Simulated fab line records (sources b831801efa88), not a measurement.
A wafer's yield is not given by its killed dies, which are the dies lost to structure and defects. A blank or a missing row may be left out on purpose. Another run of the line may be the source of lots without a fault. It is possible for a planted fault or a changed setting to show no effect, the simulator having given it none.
Problem report, 8D (eight disciplines) form, completed by code ; flow sky130 ; the parts of the form that need people (team, actions taken, sign-off) are left out

## 1. WHAT IS WRONG
Wafers without a fault read 2999.8 rpm, standard deviation 2.2; spin_speed_rpm at SKY_POLY_GATE_COAT_07 reads a mean of 3151.8 rpm on 6 wafers belonging to 2 lots. That puts it +69 standard deviations away from the usual mean.
The step: resist thk 110 nm.
The first sign was on wafer L684.1 at day 21 05:44, on litho_track-03. The record holds 39 wafers of 13 lots with a number at this step. Rule for "out", or "out of limits": more than 4 standard deviations from the usual mean. The other wafers with a number count as sound.

## 2. WHAT IT IS AND WHAT IT IS NOT
question;is;is not
which readings at this step;spin_speed_rpm;-
which lots;L684, L687;L669, L670, L671, L672, L675, L676, L677, L685, L690, L691, L692
which wafers of those lots;all that have a number;-
read on which tools;litho_track-03;litho_track-01, litho_track-02
when;from day 21 05:44;"up to then (21 sound wafers); but 12 sound wafers of L685, L690, L691, L692 came after"

## 3. WHAT RULES OUT EACH SUSPECT
Counting: a tool at a process step up to the reading stays a suspect if it ran every lot that is out and no sound lot after the first of them.
- rie_si-02 at SKY_FIELD_ISO_ETCH_17 (etches Si in HBr/Cl2/O2, target depth 342 nm, time 97.7 s): ruled out as a lasting fault. After its first lot that is out, L684 (day 5 11:46), sound lots L692 ran on it.
- rtp_anneal-01 at SKY_NWELL_RTA_28 (time 30 s): ruled out as a lasting fault. After its first lot that is out, L684 (day 9 03:04), sound lots L692 ran on it.
- litho_track-03 at SKY_POLY_GATE_COAT_07 (resist thk 110 nm): kept. All lots that are out passed through it, beginning with L684 at day 21 05:44, and no sound lot followed; its final sound lot before that point was L675 at day 18 09:10. Out on those wafers are its own readings of spin_speed_rpm.
The count leaves litho_track-03 at SKY_POLY_GATE_COAT_07.

## 4. THE CAUSE (what the simulator had put in)
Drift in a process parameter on litho_track-03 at SKY_POLY_GATE_COAT_07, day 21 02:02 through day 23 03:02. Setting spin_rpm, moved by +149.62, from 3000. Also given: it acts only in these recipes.
Only this tool survived the counting.

## 5. THE EFFECT CHAIN, in route order
Rows list readings where the struck wafers' mean (over those with a number) sits beyond 3 standard deviations from the usual. Scope: only readings with a usual standard deviation given in the record; hours: median across lots of the time from each lot's start at the first step in this table that gives one to its start at this step; sigmas: change in usual standard deviations.
hours;step;reading;usual;on struck wafers;change;sigmas
0;SKY_POLY_GATE_COAT_07;spin_speed_rpm;2999.8 rpm;3151.8;+152.0;+69
Here are the process steps it includes:
- SKY_POLY_GATE_COAT_07: resist thk 110 nm.

## 6. HOW IT WOULD HAVE BEEN CAUGHT EARLIER
4 hours passed between the start of the fault at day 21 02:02 and the first reading out of limits in this record, taken at day 21 05:44.
